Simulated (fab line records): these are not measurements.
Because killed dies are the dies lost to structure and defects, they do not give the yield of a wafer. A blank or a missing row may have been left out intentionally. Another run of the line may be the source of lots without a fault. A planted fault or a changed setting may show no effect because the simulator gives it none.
Which tool was responsible? -- flow gf180mcu -- Sampling: 13 lots, 39 wafers, 4 of 602 route steps

## WHAT EACH GAUGE READ, for each wafer
GF_MIM_RS_MEAS_10: measures by four-point-probe.
lot,measured,on,MIM_ALCU_RS (ohm/sq)
L242,day 24 13:11,film metro-04,0.1584 0.1574 0.1568
L243,day 27 21:01,film metro-03,0.1579 0.1607 0.1587
L244,day 24 23:55,film metro-04,0.1588 0.1610 0.1619
L245,day 25 08:08,film metro-03,0.1582 0.1592 0.1585
L246,day 25 10:20,film metro-02,0.1588 0.1586 0.1615
L247,day 26 00:01,film metro-04,0.1640 0.1609 0.1644
L248,day 26 10:54,film metro-02,0.1635 0.1621 0.1619
L249,day 27 01:00,film metro-02,0.1578 0.1603 0.1571
L250,day 27 11:14,film metro-04,0.1563 0.1570 0.1593
L251,day 27 16:18,film metro-02,0.1585 0.1590 0.1603
L252,day 27 23:01,film metro-02,0.1624 0.1644 0.1608
L253,day 28 11:19,film metro-03,0.1601 0.1594 0.1583
L257,day 30 00:28,film metro-03,0.1604 0.1581 0.1587

GF_V5_RS_MEAS_24: measures by four-point-probe.
lot,measured,on,V5_W_RS (ohm/sq)
L242,day 27 05:34,film metro-01,0.329 0.332 0.329
L243,day 30 09:03,film metro-01,0.326 0.318 0.317
L244,day 27 15:54,film metro-04,0.326 0.313 0.328
L245,day 28 00:31,film metro-01,0.313 0.312 0.325
L246,day 28 01:37,film metro-03,0.325 0.313 0.313
L247,day 28 14:02,film metro-01,0.332 0.329 0.332
L248,day 29 01:00,film metro-01,0.312 0.313 0.327
L249,day 29 13:10,film metro-03,0.324 0.325 0.318
L250,day 29 23:16,film metro-03,0.316 0.327 0.326
L251,day 30 03:40,film metro-03,0.326 0.326 0.324
L252,day 30 11:18,film metro-03,0.328 0.333 0.334
L253,day 30 22:25,film metro-01,0.315 0.318 0.329
L257,day 32 07:30,film metro-04,0.328 0.328 0.331

## WHAT TOOL EACH LOT RAN ON (gives the tool, then ch and the chambers of the sampled wafers, and finally the start)
lot,GF_V2_CVD_00,GF_MIM_SPUTTER_08
L242,"hdpcvd-01 ch 0,1,2, day 19 07:57","pvd sputter-02, day 24 13:04"
L243,"hdpcvd-02 ch 0,2, day 19 13:26","pvd sputter-04, day 27 20:58"
L244,"hdpcvd-02 ch 1,2, day 19 18:26","pvd sputter-04, day 24 23:52"
L245,"hdpcvd-02 ch 0,1,2, day 20 04:07","pvd sputter-02, day 25 08:04"
L246,"hdpcvd-01 ch 0,1,2, day 20 07:30","pvd sputter-04, day 25 10:17"
L247,"hdpcvd-01 ch 1,2, day 21 00:04","pvd sputter-04, day 25 23:57"
L248,"hdpcvd-01 ch 0,1,2, day 21 12:17","pvd sputter-04, day 26 10:48"
L249,"hdpcvd-02 ch 1,2, day 22 02:19","pvd sputter-02, day 27 00:55"
L250,"hdpcvd-01 ch 0,1,2, day 22 14:38","pvd sputter-02, day 27 11:10"
L251,"hdpcvd-01 ch 1,2, day 22 20:22","pvd sputter-04, day 27 16:15"
L252,"hdpcvd-02 ch 0,2, day 23 05:51","pvd sputter-01, day 27 22:58"
L253,"hdpcvd-01 ch 1,2, day 23 18:13","pvd sputter-01, day 28 11:16"
L257,"hdpcvd-01 ch 0,2, day 25 12:28","pvd sputter-04, day 30 00:25"
- GF_V2_CVD_00: deposits SiO2, target thk 600 nm, time 100 s.
- GF_MIM_SPUTTER_08: material AlCu, target thk 200 nm, time 10.6 s.

## AS READ BY THE TOOLS THEMSELVES (means over the sampled wafers that have a number; for cases with no such wafer, the mark the record gives instead)
GF_MIM_SPUTTER_08.
lot,tool,throttle valve pct (%)
L242,pvd sputter-02,30.5
L243,pvd sputter-04,29.4
L244,pvd sputter-04,30.4
L245,pvd sputter-02,30.6
L246,pvd sputter-04,29.8
L247,pvd sputter-04,31.1
L248,pvd sputter-04,31.7
L249,pvd sputter-02,30.5
L250,pvd sputter-02,30.9
L251,pvd sputter-04,30.5
L252,pvd sputter-01,30.7
L253,pvd sputter-01,30.5
L257,pvd sputter-04,31.0

## THE ANSWER, worked out from the rows above alone
Rule: the usual values come from the lots themselves. The widest of any qualifying gaps counts: lots, ordered by their means at a reading, are off when they make up no more than a third of the lots, leave a main group of 4 or more, and stand apart from it by 3 or more times the standard deviation of that group's means. A main group is skipped when, at the precision printed for the reading in the tables above, its means are all equal. A lot without any number at a reading at which 4 lots or more have one is off too. Any other lot the step has rows for is counted as sound. The gauges are gone through in route order, then the tools' own readings, and for those a lot's mean is taken as printed above. At the first step where some lot is off, the reading lying furthest off is the one used; lots without a number count as furthest.
No lot is off at any reading shown: from this, nothing can be told.

## WHAT THE SIMULATOR PUT IN
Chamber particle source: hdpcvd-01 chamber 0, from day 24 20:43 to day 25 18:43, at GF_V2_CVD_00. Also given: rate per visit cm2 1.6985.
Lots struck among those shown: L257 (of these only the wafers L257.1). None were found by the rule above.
